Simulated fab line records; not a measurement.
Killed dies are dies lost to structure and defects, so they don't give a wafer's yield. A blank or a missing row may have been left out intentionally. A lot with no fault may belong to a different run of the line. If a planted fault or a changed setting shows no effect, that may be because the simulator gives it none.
Chamber matching | flow sky130 | SKY_VIA1_CMP_24 on cmp-01 has 4 sister chambers
The step polishes, stops on SiO2, t overpolish 15 s, target thk 0 nm. 8 wafers are shown with their chamber, then 6 later ones without.

WAFERS, EACH WITH ITS CHAMBER
wafer  | chamber | motor current A (A) | slurry flow ml min
L997.4 | 2       | 10.4                | 149.9
L999.1 | 1       | 10.9                | 150.1
L103.1 | 3       | 13.3                | 150.3
L103.2 | 2       | 10.4                | 150.5
L105.3 | 3       | 14.6                | 150.2
L109.2 | 0       | 12.3                | 150.7
L109.4 | 1       | 10.7                | 149.1
L109.6 | 0       | 12.8                | 149.6

WAFERS WITH NO CHAMBER GIVEN
wafer  | motor current A (A) | slurry flow ml min
L111.1 | 11.7                | 149.4
L111.4 | 9.9                 | 150.2
L111.5 | 12.9                | 149.6
L113.4 | 14.0                | 150.7
L113.5 | 13.9                | 149.9
L113.6 | 10.6                | 150.6

THE CHAMBER EACH PASSED THROUGH
wafer  | from the rows above          | in truth
L111.1 | can't be placed: 1 or 0 or 2 | 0
L111.4 | can't be placed: 2 or 1      | 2
L111.5 | can't be placed: 0 or 3      | 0
L113.4 | 3                            | 3
L113.5 | 3                            | 3
L113.6 | can't be placed: 2 or 1      | 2
2 of 6 placed correctly. From these rows, 4 cannot be placed; in 4 the true chamber is one of the candidates. 0 placed wrongly.
How it was worked out, from the rows above alone: a wafer's distance from a chamber is the root of the sum, over the readings, of the square of ((its reading less the chamber's mean) divided by the reading's scatter). If the next closest chamber is less than 2 further off than the closest, the wafer can't be placed; otherwise it belongs to the closest. A chamber's mean is the mean of its shown wafers. The scatter is the square root of a quotient: the sum, over the shown wafers, of each reading's squared deviation from its chamber's mean, divided by wafers minus chambers.
